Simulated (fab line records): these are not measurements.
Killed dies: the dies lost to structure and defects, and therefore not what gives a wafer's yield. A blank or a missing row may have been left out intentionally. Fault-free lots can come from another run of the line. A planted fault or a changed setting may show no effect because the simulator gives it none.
Chamber matching / flow gf180mcu / 4 sister chambers for GF_V1_CMP_04 on cmp-02
The step polishes SiO2. 4 wafers are shown with their chamber, then 12 later ones without.

## WAFERS, EACH WITH ITS CHAMBER
wafer=L078.3; chamber=0; motorCurrentA (A)=15.8
wafer=L084.2; chamber=3; motorCurrentA (A)=10.3
wafer=L084.3; chamber=1; motorCurrentA (A)=14.8
wafer=L084.4; chamber=2; motorCurrentA (A)=10.7

## WAFERS WITHOUT THEIR CHAMBER
wafer=L089.1; motorCurrentA (A)=14.7
wafer=L089.4; motorCurrentA (A)=11.0
wafer=L089.6; motorCurrentA (A)=11.3
wafer=L091.1; motorCurrentA (A)=10.6
wafer=L091.2; motorCurrentA (A)=14.8
wafer=L091.6; motorCurrentA (A)=10.7
wafer=L093.4; motorCurrentA (A)=14.7
wafer=L093.5; motorCurrentA (A)=14.8
wafer=L093.6; motorCurrentA (A)=10.3
wafer=L094.1; motorCurrentA (A)=16.5
wafer=L094.5; motorCurrentA (A)=14.4
wafer=L094.6; motorCurrentA (A)=11.7

## WHICH CHAMBER EACH WENT THROUGH
wafer=L089.1; from the rows above=1; in truth=1
wafer=L089.4; from the rows above=can't be placed: 2 or 3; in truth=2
wafer=L089.6; from the rows above=can't be placed: 2 or 3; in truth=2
wafer=L091.1; from the rows above=can't be placed: 2 or 3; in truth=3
wafer=L091.2; from the rows above=1; in truth=1
wafer=L091.6; from the rows above=can't be placed: 2 or 3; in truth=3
wafer=L093.4; from the rows above=1; in truth=1
wafer=L093.5; from the rows above=1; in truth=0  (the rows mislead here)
wafer=L093.6; from the rows above=can't be placed: 3 or 2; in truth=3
wafer=L094.1; from the rows above=0; in truth=0
wafer=L094.5; from the rows above=1; in truth=1
wafer=L094.6; from the rows above=can't be placed: 2 or 3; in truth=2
Placed correctly: 5 of 12. From these rows, 6 cannot be placed; in 6 the true chamber is one of the candidates. Wrongly placed: 1.
How it was worked out, from the rows above alone: a wafer's distance from a chamber is the root of the sum, over the readings, of the square of ((its reading less the chamber's mean) divided by the reading's scatter). The wafer belongs to the nearest chamber; if the next one is less than 2 further off, it can't be placed. Each chamber's mean is taken over the wafers shown for it. The scatter (one wafer shown for each chamber): square how far every hidden wafer sits from the nearest shown wafer, average those squares and take the square root.
